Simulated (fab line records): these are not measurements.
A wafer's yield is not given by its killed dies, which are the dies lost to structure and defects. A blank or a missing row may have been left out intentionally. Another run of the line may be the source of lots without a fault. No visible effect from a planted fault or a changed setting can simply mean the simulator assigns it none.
Which tool was responsible? || flow gf180mcu || 6 lots, 18 wafers sampled, at 5 steps of a route of 602

== WHAT THE GAUGES READ, wafer by wafer ==
GF_M3_OVL_MEAS_15.
{"lot": "L765", "measured": "day 22 14:31", "on": "overlay-02", "M3_OVL (nm)": "0 -5 7"}
{"lot": "L766", "measured": "day 23 09:36", "on": "overlay-02", "M3_OVL (nm)": "3 8 4"}
{"lot": "L772", "measured": "day 25 06:04", "on": "overlay-01", "M3_OVL (nm)": "-2 -4 -2"}
{"lot": "L780", "measured": "day 27 12:39", "on": "overlay-01", "M3_OVL (nm)": "3 -3 7"}
{"lot": "L783", "measured": "day 28 09:05", "on": "overlay-01", "M3_OVL (nm)": "-2 0 2"}
{"lot": "L785", "measured": "day 28 23:17", "on": "overlay-02", "M3_OVL (nm)": "3 -5 4"}

== WHICH TOOL RAN EACH LOT (tool, then ch and the chambers of the sampled wafers, then the start) ==
{"lot": "L765", "GF_M1_SPUTTER_04": "pvd-sputter-01, day 17 06:52", "GF_M2_SPUTTER_01": "pvd-sputter-03, day 19 09:40", "GF_M2_COAT_09": "litho-track-03 ch 0, day 19 22:25", "GF_M2_STRIP_17": "plasma-asher-04 ch 0,1, day 20 11:07"}
{"lot": "L766", "GF_M1_SPUTTER_04": "pvd-sputter-01, day 18 02:10", "GF_M2_SPUTTER_01": "pvd-sputter-04, day 20 06:23", "GF_M2_COAT_09": "litho-track-04 ch 0, day 20 18:08", "GF_M2_STRIP_17": "plasma-asher-01 ch 0,1, day 21 06:23"}
{"lot": "L772", "GF_M1_SPUTTER_04": "pvd-sputter-02, day 20 03:30", "GF_M2_SPUTTER_01": "pvd-sputter-02, day 22 07:39", "GF_M2_COAT_09": "litho-track-04 ch 0, day 22 18:11", "GF_M2_STRIP_17": "plasma-asher-01 ch 0,1, day 23 06:31"}
{"lot": "L780", "GF_M1_SPUTTER_04": "pvd-sputter-03, day 22 14:57", "GF_M2_SPUTTER_01": "pvd-sputter-02, day 24 15:16", "GF_M2_COAT_09": "litho-track-04 ch 0, day 25 03:02", "GF_M2_STRIP_17": "plasma-asher-04 ch 0,1, day 25 14:02"}
{"lot": "L783", "GF_M1_SPUTTER_04": "pvd-sputter-03, day 23 13:35", "GF_M2_SPUTTER_01": "pvd-sputter-02, day 25 13:28", "GF_M2_COAT_09": "litho-track-01 ch 0, day 26 00:59", "GF_M2_STRIP_17": "plasma-asher-04 ch 0,1, day 26 11:58"}
{"lot": "L785", "GF_M1_SPUTTER_04": "pvd-sputter-01, day 24 07:17", "GF_M2_SPUTTER_01": "pvd-sputter-03, day 26 06:35", "GF_M2_COAT_09": "litho-track-03 ch 0, day 26 16:46", "GF_M2_STRIP_17": "plasma-asher-01 ch 0,1, day 27 04:31"}
- GF_M1_SPUTTER_04: material TiN, target thk 50 nm, time 41.7 s.
- GF_M2_SPUTTER_01: material TiN, target thk 30 nm, time 25 s.
- GF_M2_COAT_09: resist thk 1000 nm.
- GF_M2_STRIP_17: strips in O2/N2.

== THE ANSWER, worked out from the rows above alone ==
Rule: what is usual is taken from the lots themselves. Put in order of their means at a reading, lots are off if they are a third of the lots or fewer, leave a main group of 4 or more, and stand apart from it by a gap of 3 or more times the standard deviation of the main group's means; of several such gaps the widest counts. If all means in a main group match to the digits the tables above print for the reading, that group is not used. A lot without any number at a reading at which 4 lots or more have one is off too. The other lots that the step has rows for count as sound.
No lot is off on any of the readings shown, so nothing can be concluded from this.

== WHAT WAS PUT IN BY THE SIMULATOR ==
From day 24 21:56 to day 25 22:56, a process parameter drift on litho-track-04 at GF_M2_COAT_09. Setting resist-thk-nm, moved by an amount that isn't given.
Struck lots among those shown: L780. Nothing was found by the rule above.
